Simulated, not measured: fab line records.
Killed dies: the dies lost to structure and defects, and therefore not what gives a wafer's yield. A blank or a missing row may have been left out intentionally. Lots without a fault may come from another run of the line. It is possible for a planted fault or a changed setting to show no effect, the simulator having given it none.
Struck lot and sound lot, side by side / flow sky130 / 23 out of 708 route steps
Sound: these wafers, L837.2, L837.3, L837.5. The struck wafers were L835.1, L835.2, L835.5. Last of all comes the cause.
Per side, at each step with rows, come the tool, then ch with its chambers, and then its first start. Under that, the readings that differ: sound wafers / struck wafers / difference of the means / sigmas: that difference in standard deviations of wafers without a fault.
alike: readings whose means differ by less than 2 such deviations, and words and numbers that are the same on both sides. not compared: withheld readings, readings that some wafer has no value for, bounds like >300 that may hide the same value, and numbers for which the record gives no deviation and whose values overlap.
The two part at a step that has a row with sigmas, a row that says differs or no value, or rows on one side only. Numbers that don't overlap but have no deviation are shown without sigmas and don't part them. Lack of a reading on every wafer of one side parts them only where that side has two or more wafers.

first, 1 step without rows for these wafers: SKY_CAPM_DEVELOP_11 (develop time 60 s).
SKY_CAPM_OVL_MEAS_12:
  sound on overlay-02, day 40 13:37; struck on overlay-02, day 39 22:16
  alike: CAPM_OVL
SKY_CAPM_METAL_ETCH_13: etches TiN in Cl2/BCl3, stops on SiO2, target depth 220 nm, time 62.9 s.
  sound on rie-metal-02 ch 0,1, day 40 13:39; struck on rie-metal-03 ch 0,1, day 39 22:18
  alike: drypump-motor-current-A, oes-product-au, throttle-valve-pct
  not compared: rf-hours-counter-h
SKY_CAPM_STRIP_14: strips in O2/N2.
  sound on plasma-asher-02 ch 0, day 40 13:44; struck on plasma-asher-03 ch 0,1, day 39 22:22
  alike: drypump-motor-current-A, oes-product-au, strip-time-to-endpoint-s
  not compared: rf-hours-counter-h
then, 8 steps without rows for these wafers: SKY_CAPM_STRIP_15 (strips in post etch residue remover, time 1200 s); SKY_CAPM_CLEAN_16 (cleans in IPA, time 180 s); SKY_CAPM_CLEAN_17 (cleans in O3/DIW); SKY_METAL3_DEHYDRATE_05 (time 60 s); SKY_METAL3_HMDS_06 (prime time 60 s); SKY_METAL3_COAT_07 (resist thk 60 nm); SKY_METAL3_COAT_08 (resist thk 1140 nm); SKY_METAL3_SOFTBAKE_09 (time 90 s).
SKY_METAL3_EXPOSE_10: exposes mask MM3, target cd 300 nm.
  sound on krf-scanner-02 ch 0, day 41 02:56; struck on krf-scanner-01 ch 0, day 40 11:19
reading=exposure-dose-mJ-cm2; sound=27.94 27.97 27.98; struck=27.63 27.63 27.62; difference=-0.34; sigmas=-11
  alike: mask
then, 2 steps without rows for these wafers: SKY_METAL3_PEB_11; SKY_METAL3_DEVELOP_12 (develop time 60 s).
SKY_METAL3_CD_MEAS_13: the cd target is 300 nm.
  sound on cd-sem-02, day 41 14:55; struck on cd-sem-01, day 40 23:25
reading=cd-nm (nm); sound=298.8 299.0 298.7; struck=294.1 271.8 279.6; difference=-17.0; sigmas=-11
SKY_METAL3_OVL_MEAS_14:
  sound on overlay-01, day 41 15:01; struck on overlay-01, day 40 23:32
reading=METAL3_OVL (nm); sound=-9 -7 -11; struck=4 2 6; difference=+13; sigmas=+3
SKY_METAL3_DESCUM_15: chemistry O2, time 8 s.
  sound on rie-metal-04 ch 0, day 41 15:03; struck on rie-metal-04 ch 0,1, day 40 23:34
reading=model.METAL3.cd-nm (nm); sound=298.6 299.4 298.8; struck=294.3 272.1 280.2; difference=-16.7; sigmas=
  alike: drypump-motor-current-A, oes-product-au
  not compared: rf-hours-counter-h
SKY_METAL3_ETCH_16: etches BARC in N2/H2, stops on SiO2, time 88.2 s, target depth 60 nm.
  sound on rie-metal-04 ch 0, day 41 15:05; struck on rie-metal-04 ch 0,1, day 40 23:36
  alike: drypump-motor-current-A, oes-product-au, throttle-valve-pct
  not compared: rf-hours-counter-h
SKY_METAL3_ETCH_17: etches SiO2 in C4F8/O2/Ar, stops on TiN, time 3.9 s, target depth 15 nm.
  sound on rie-diel-02 ch 0,1,3, day 41 15:11; struck on rie-diel-01 ch 2,3, day 40 23:42
  alike: oes-product-au
  not compared: rf-hours-counter-h
SKY_METAL3_METAL_ETCH_18: etches the open film in Cl2/BCl3, stops on SiO2, target depth 845 nm, time 183.1 s.
  sound on rie-metal-02 ch 0,1, day 41 15:11; struck on rie-metal-01 ch 0, day 40 23:43
  alike: drypump-motor-current-A, oes-product-au, throttle-valve-pct
  not compared: rf-hours-counter-h, model.METAL3.cd-nm
SKY_METAL3_STRIP_19: strips in O2/N2.
  sound on plasma-asher-03 ch 0,1, day 41 15:22; struck on plasma-asher-01 ch 0,1, day 41 00:05
  alike: drypump-motor-current-A, oes-product-au, strip-time-to-endpoint-s
  not compared: rf-hours-counter-h
-- the record jumps here: 7 days lie between the struck wafers' starts before and after (it left off in module METAL3 and takes up again in module PAD_OPEN, whose first step shown is number 708 of the route) --
SKY_PAD_OPEN_PROBE_99:
  sound on prober-01, day 48 09:14; struck on prober-01, day 47 21:14
  not compared: model.etest.met3.width-nm, model.etest.met3.line-ohm-um

WHERE THEY PART
Earliest at SKY_METAL3_EXPOSE_10; latest, in this record, at SKY_METAL3_OVL_MEAS_14. Later steps at which nothing parts them and some readings are alike: SKY_METAL3_DESCUM_15, SKY_METAL3_ETCH_16, SKY_METAL3_ETCH_17, SKY_METAL3_METAL_ETCH_18, SKY_METAL3_STRIP_19.

WHY: what had been put in by the simulator
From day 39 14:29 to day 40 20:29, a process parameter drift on krf-scanner-01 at SKY_METAL3_EXPOSE_10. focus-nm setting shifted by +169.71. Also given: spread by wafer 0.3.
